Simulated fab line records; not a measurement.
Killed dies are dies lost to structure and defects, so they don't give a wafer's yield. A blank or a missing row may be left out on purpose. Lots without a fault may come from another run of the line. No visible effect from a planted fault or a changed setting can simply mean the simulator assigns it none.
A lot that was struck, set against a sound lot	flow sfq-line	14 steps out of a route of 325
Sound: wafers L460.2, L460.3, L460.6. The struck wafers were L470.2, L470.4, L470.5. The cause comes at the end.
Each step with rows lists, per side, the tool, then ch with its chambers, then its first start. Under that, the readings that differ: sound wafers	struck wafers	difference of the means	sigmas: that difference in standard deviations of wafers without a fault.
alike: words and numbers the same on both sides, and readings whose means are apart by under 2 such deviations; not compared: readings that were withheld, readings missing a value for some wafer, numbers with overlapping values and no deviation given by the record, and bounds like >300 which may hide the same value.
A row with sigmas, a row that says differs or no value, or rows on one side alone: a step with any of these is where the two part. Numbers that don't overlap but have no deviation are shown without sigmas and don't part them. Lack of a reading on every wafer of one side parts them only where that side has two or more wafers.

first, 2 steps without rows for these wafers: SFQ_TRILAYER_I3_VIA_STRIP_SOLV_CLEAN_090 (cleans in NMP, time 600 s); SFQ_TRILAYER_M4_DEP_PRE_CLEAN_092 (time 22.5 s).
SFQ_TRILAYER_M4_DEP_SPUTTER_091: material Nb, target thk 200 nm, time 133.3 s.
  sound on pvd-sputter-03, day 44 07:01; struck on pvd-sputter-03, day 47 16:38
  alike: throttle-valve-pct
SFQ_M4_RS_MEAS_924: the measuring method here is four-point-probe.
  sound on film-metro-01, day 44 07:08; struck on film-metro-02, day 47 16:45
  alike: M4_NB_RS
then, 6 steps without rows for these wafers: SFQ_TRILAYER_M4_LITHO_COAT_098 (resist thk 62 nm); SFQ_TRILAYER_M4_LITHO_COAT_093 (resist thk 600 nm); SFQ_TRILAYER_M4_LITHO_SOFTBAKE_097; SFQ_TRILAYER_M4_LITHO_EXPOSE_094 (exposes mask M4, target cd 500 nm); SFQ_TRILAYER_M4_LITHO_PEB_096 (peb time 60 s); SFQ_TRILAYER_M4_LITHO_DEVELOP_095 (time 60 s).
SFQ_M4_OVL_MEAS_926:
  sound on overlay-02, day 44 22:47; struck on overlay-02, day 47 19:10
  alike: M4_OVL
SFQ_TRILAYER_M4_BARC_OPEN_METAL_ETCH_123: etches BARC in O2, target depth 125 nm, time 41.7 s.
  sound on rie-metal-04 ch 0,1, day 44 22:49; struck on rie-metal-03 ch 0,1, day 47 19:11
reading	sound	struck	difference	sigmas
model.KrF_of_TRILAYER_M4_LITHO_COAT_093.thk-nm (nm)	521.5 522.8 523.2	537.3 537 537.2	+14.7	
  alike: drypump-motor-current-A, oes-product-au
  not compared: rf-hours-counter-h
SFQ_TRILAYER_M4_ETCH_METAL_ETCH_096: etches Nb in Cl2/Ar, stops on SiO2, target depth 240 nm, time 120 s.
  sound on rie-metal-04 ch 0,1, day 44 22:52; struck on rie-metal-03 ch 0,1, day 47 19:15
reading	sound	struck	difference	sigmas
model.KrF_of_TRILAYER_M4_LITHO_COAT_093.thk-nm (nm)	379.4 379.8 380.3	398.2 396.4 398.1	+17.7	
  alike: drypump-motor-current-A, oes-product-au
  not compared: rf-hours-counter-h
SFQ_TRILAYER_M4_STRIP_STRIP_097: strips in O2.
  sound on rie-metal-04 ch 0,1, day 44 23:00; struck on rie-metal-03 ch 0,1, day 47 19:23
  alike: drypump-motor-current-A, oes-product-au
  not compared: rf-hours-counter-h

WHERE THEY PART
Nowhere in this record.

WHY: what the simulator had put in
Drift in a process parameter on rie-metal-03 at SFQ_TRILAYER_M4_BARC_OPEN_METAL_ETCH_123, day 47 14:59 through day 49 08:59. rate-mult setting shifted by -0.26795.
